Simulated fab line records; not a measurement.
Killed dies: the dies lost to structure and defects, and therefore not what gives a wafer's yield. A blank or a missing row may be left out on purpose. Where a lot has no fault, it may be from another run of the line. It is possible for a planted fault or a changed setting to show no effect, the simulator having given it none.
Which tool is to blame? | flow sfq line | route of 325 steps, sampled at 1 step: 15 lots, 45 wafers

WHAT EACH GAUGE READ, for each wafer
The record holds no reading of a measuring or inspecting step that can be judged against a usual standard deviation.

TOOL THAT RAN EACH LOT (tool first, then ch and the chambers of the sampled wafers, then the start)
lot  | SFQ_TRILAYER_JJ_CE_LITHO_EXPOSE_115
L632 | krf scanner-01 ch 0, day 51 16:50
L633 | krf scanner-01 ch 0, day 51 23:02
L634 | krf scanner-01 ch 0, day 52 02:04
L635 | krf scanner-01 ch 0, day 52 03:52
L636 | krf scanner-02 ch 0, day 52 05:47
L640 | krf scanner-01 ch 0, day 53 02:38
L641 | krf scanner-01 ch 0, day 54 10:08
L642 | krf scanner-01 ch 0, day 55 23:53
L643 | krf scanner-01 ch 0, day 56 03:41
L644 | krf scanner-01, day 56 05:05
L645 | krf scanner-01, day 56 07:05
L646 | krf scanner-01, day 56 09:29
L647 | krf scanner-01 ch 0, day 56 15:41
L653 | krf scanner-01 ch 0, day 58 19:07
L655 | krf scanner-01 ch 0, day 63 10:52
- SFQ_TRILAYER_JJ_CE_LITHO_EXPOSE_115: exposes mask J5, target cd 700 nm.

AS READ BY THE TOOLS THEMSELVES (means over the sampled wafers that have a number; for cases with no such wafer, the mark the record gives instead)
SFQ_TRILAYER_JJ_CE_LITHO_EXPOSE_115.
lot  | tool           | exposure dose mJ cm2 | focus offset nm (nm)
L632 | krf scanner-01 | 14.409               | -0.0
L633 | krf scanner-01 | 14.410               | 0.0
L634 | krf scanner-01 | 14.385               | -0.6
L635 | krf scanner-01 | 14.409               | 0.0
L636 | krf scanner-02 | 14.392               | -0.3
L640 | krf scanner-01 | 14.402               | 0.3
L641 | krf scanner-01 | 14.387               | 0.1
L642 | krf scanner-01 | 14.388               | -0.1
L643 | krf scanner-01 | 14.390               | -0.1
L644 | krf scanner-01 | -                    | -
L645 | krf scanner-01 | -                    | -
L646 | krf scanner-01 | -                    | -
L647 | krf scanner-01 | 14.418               | 0.1
L653 | krf scanner-01 | 14.392               | -0.3
L655 | krf scanner-01 | 14.404               | 0.1

THE ANSWER, worked out from the rows above alone
Rule: the usual values come from the lots themselves. The widest of any qualifying gaps counts: lots, ordered by their means at a reading, are off when they make up no more than a third of the lots, leave a main group of 4 or more, and stand apart from it by 3 or more times the standard deviation of that group's means. The tables above print the reading to a certain number of digits; a main group whose means all agree to those digits is not used. A lot without any number at a reading at which 4 lots or more have one is off too. All remaining lots with rows at the step are treated as sound. First the gauges in route order, then the tools' own readings, where a lot's mean is used as printed above. The first step at which some lot is off is used, and at that step the reading that is off furthest; a lot without a number counts as furthest.
Off, at SFQ_TRILAYER_JJ_CE_LITHO_EXPOSE_115 on exposure dose mJ cm2: L644, L645, L646. Without a number there: L644, L645, L646. The main group has a mean of 14.399 with a standard deviation of 0.011.
A tool fits if, at that step or a process step before it, it ran every lot that is off, and no sound lot after the first of them. None of those tried fits.

WHAT THE SIMULATOR PUT IN
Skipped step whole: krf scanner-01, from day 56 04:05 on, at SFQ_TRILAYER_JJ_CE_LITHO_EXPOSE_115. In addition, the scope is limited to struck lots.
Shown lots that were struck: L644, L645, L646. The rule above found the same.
